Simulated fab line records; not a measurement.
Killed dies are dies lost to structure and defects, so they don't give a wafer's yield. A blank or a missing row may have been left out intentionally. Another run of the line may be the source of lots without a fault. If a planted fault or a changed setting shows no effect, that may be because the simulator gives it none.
A single fault, viewed from 2 desks || flow sky130 || every desk sees just its own numbers, and what lay behind them comes last

== METROLOGY DESK ==
Means of the sampled wafers that have a number, per lot and without regard to the tool the lot ran on: this is what the gauges read. A lot is out of limits, marked OUT, if its mean lies more than 4 standard deviations from the usual mean; the brackets give that distance.
Columns: A = POLY_GATE_OVL at SKY_POLY_GATE_OVL_MEAS_14, usual -1 nm; B = LDD_N_OVL at SKY_LDD_N_OVL_MEAS_07, usual -1.2 nm; C = cd_nm at SKY_LDD_P_CD_MEAS_07, usual 380.2 nm
{"lot": "L310", "first seen here": "day 16 01:08", "A": 2, "B": -0.9, "C": 380.9}
{"lot": "L312", "first seen here": "day 16 13:46", "A": -0, "B": -3.5, "C": 383.2}
{"lot": "L313", "first seen here": "day 16 18:10", "A": -2, "B": -0.2, "C": 377.1}
{"lot": "L315", "first seen here": "day 17 11:50", "A": -2, "B": -0.7, "C": 380.2}
{"lot": "L317", "first seen here": "day 18 22:44", "A": -5, "B": -2.3, "C": 381.2}
{"lot": "L318", "first seen here": "day 19 04:54", "A": 5, "B": -3.4, "C": 378.8}
{"lot": "L320", "first seen here": "day 19 16:20", "A": 0, "B": -1.2, "C": 375.8}
{"lot": "L321", "first seen here": "day 19 19:49", "A": -7, "B": -0.9, "C": 380.1}
{"lot": "L323", "first seen here": "day 21 08:18", "A": -8, "B": -0.2, "C": 380.1}
{"lot": "L322", "first seen here": "day 21 09:29", "A": -4, "B": 1.0, "C": 378.9}
{"lot": "L328", "first seen here": "day 22 06:41", "A": 1, "B": -1.8, "C": 381.9}
{"lot": "L326", "first seen here": "day 22 08:06", "A": 3, "B": 1.4, "C": 380.2}
{"lot": "L330", "first seen here": "day 22 21:48", "A": 3, "B": -0.9, "C": 379.1}
{"lot": "L332", "first seen here": "day 23 19:14", "A": -4, "B": -1.8, "C": 382.4}
This desk's finding: nothing out of limits on any of the 14 lots.

== AT THE TOOL OWNER'S DESK: implanter-01 ==
The tool's own readings at SKY_LDD_N_IMPLANT_11: means of the sampled wafers that have a number, for each lot that ran on this tool. A lot is out of limits, marked OUT, if its mean lies more than 4 standard deviations from the usual mean; the brackets give that distance.
Columns: A = beam_on_s at SKY_LDD_N_IMPLANT_11, usual 10.01 s; B = faraday_current_uA at SKY_LDD_N_IMPLANT_11, usual 423
{"lot": "L315", "first seen here": "day 18 20:49", "A": 10.13, "B": 418}
{"lot": "L317", "first seen here": "day 20 09:00", "A": "11.88 (+9.4) OUT", "B": "357 (-8.1) OUT"}
{"lot": "L320", "first seen here": "day 21 04:12", "A": "11.66 (+8.2) OUT", "B": "362 (-7.4) OUT"}
{"lot": "L326", "first seen here": "day 23 16:35", "A": 10.16, "B": 416}
{"lot": "L330", "first seen here": "day 24 05:54", "A": 10.12, "B": 419}
This desk's verdict: out of limits on L317, L320, starting with L317 at day 20 09:00 (beam_on_s at SKY_LDD_N_IMPLANT_11). L315, L326, L330 stayed within limits.

== ALL TOGETHER ==
At day 20 09:00, on L317, L320, the tool owner's desk was in a position to raise an alarm.
The metrology desk saw nothing out of limits.
The metrology desk holds a record of L317, L320, inside its limits.
The lots listed all ran SKY_LDD_N_IMPLANT_11 on implanter-01.

== WHAT THE SIMULATOR HAD PUT IN ==
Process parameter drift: implanter-01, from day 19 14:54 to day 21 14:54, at SKY_LDD_N_IMPLANT_11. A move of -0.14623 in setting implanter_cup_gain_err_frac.
Shown lots that were struck: L317, L320.
Time in hours from fault onset to the first out-of-limits reading at each desk: the tool owner's desk, 18.
